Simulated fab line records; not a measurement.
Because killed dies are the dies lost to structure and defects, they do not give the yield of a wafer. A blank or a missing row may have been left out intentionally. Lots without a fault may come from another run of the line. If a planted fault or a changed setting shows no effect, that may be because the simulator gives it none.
Chamber matching | flow gf180mcu | GF_V5_CMP_04 on cmp-02 has 4 sister chambers
The step polishes SiO2. 18 wafers are shown with their chamber, then 9 later ones without.

EACH WAFER AND ITS CHAMBER
wafer  | chamber | motor-current-A (A) | platen-rpm (rpm)
L076.1 | 2       | 10.5                | 60.04
L076.3 | 0       | 12.0                | 59.99
L076.5 | 0       | 12.1                | 60.02
L079.1 | 0       | 12.5                | 60.06
L079.2 | 3       | 13.1                | 59.97
L079.6 | 1       | 10.4                | 60.00
L083.2 | 3       | 13.1                | 60.02
L083.3 | 0       | 11.6                | 59.99
L083.6 | 1       | 11.1                | 60.05
L085.3 | 1       | 11.2                | 60.11
L085.5 | 1       | 10.5                | 60.00
L085.6 | 2       | 10.8                | 60.02
L090.1 | 0       | 12.1                | 60.01
L090.2 | 2       | 10.3                | 59.96
L090.6 | 0       | 12.0                | 60.02
L091.3 | 3       | 12.9                | 59.92
L091.5 | 2       | 11.0                | 59.97
L091.6 | 1       | 10.2                | 59.99

SIGNATURES (means of the wafers above)
reading         | chamber 0 | chamber 1 | chamber 2 | chamber 3 | scatter within a chamber
motor-current-A | 12.050    | 10.680    | 10.650    | 13.033    | 0.329
platen-rpm      | 60.0150   | 60.0300   | 59.9975   | 59.9700   | 0.0406
Rule: for a wafer and a chamber, the distance is found by dividing, reading by reading, the gap between the wafer's reading and the chamber's mean by the reading's scatter, squaring, summing and taking the root. If the next closest chamber is less than 2 further off than the closest, the wafer can't be placed; otherwise it belongs to the closest. How the scatter is found: for the shown wafers, subtract from each reading the mean of its chamber, square and add these, divide the total by (wafers less chambers), then take the root.

WAFERS MISSING THEIR CHAMBER
wafer  | motor-current-A (A) | platen-rpm (rpm)
L094.3 | 10.7                | 59.97
L094.4 | 12.0                | 60.05
L094.6 | 13.9                | 60.02
L096.1 | 13.0                | 59.99
L096.4 | 10.4                | 59.92
L096.5 | 12.1                | 59.97
L095.2 | 13.4                | 59.99
L095.3 | 11.0                | 59.96
L095.6 | 11.1                | 60.00

THE CHAMBER EACH PASSED THROUGH
wafer  | from the rows above          | in truth
L094.3 | can't be placed: 2 or 1      | 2
L094.4 | 0                            | 0
L094.6 | 3                            | 3
L096.1 | 3                            | 3
L096.4 | can't be placed: 2 or 1      | 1
L096.5 | can't be placed: 0 or 3      | 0
L095.2 | 3                            | 3
L095.3 | can't be placed: 2 or 1      | 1
L095.6 | can't be placed: 2 or 1 or 0 | 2
Correct placement for 4 of the 9. Not placeable from these rows: 5 (in 5, the candidates include the true chamber). 0 placed wrongly.
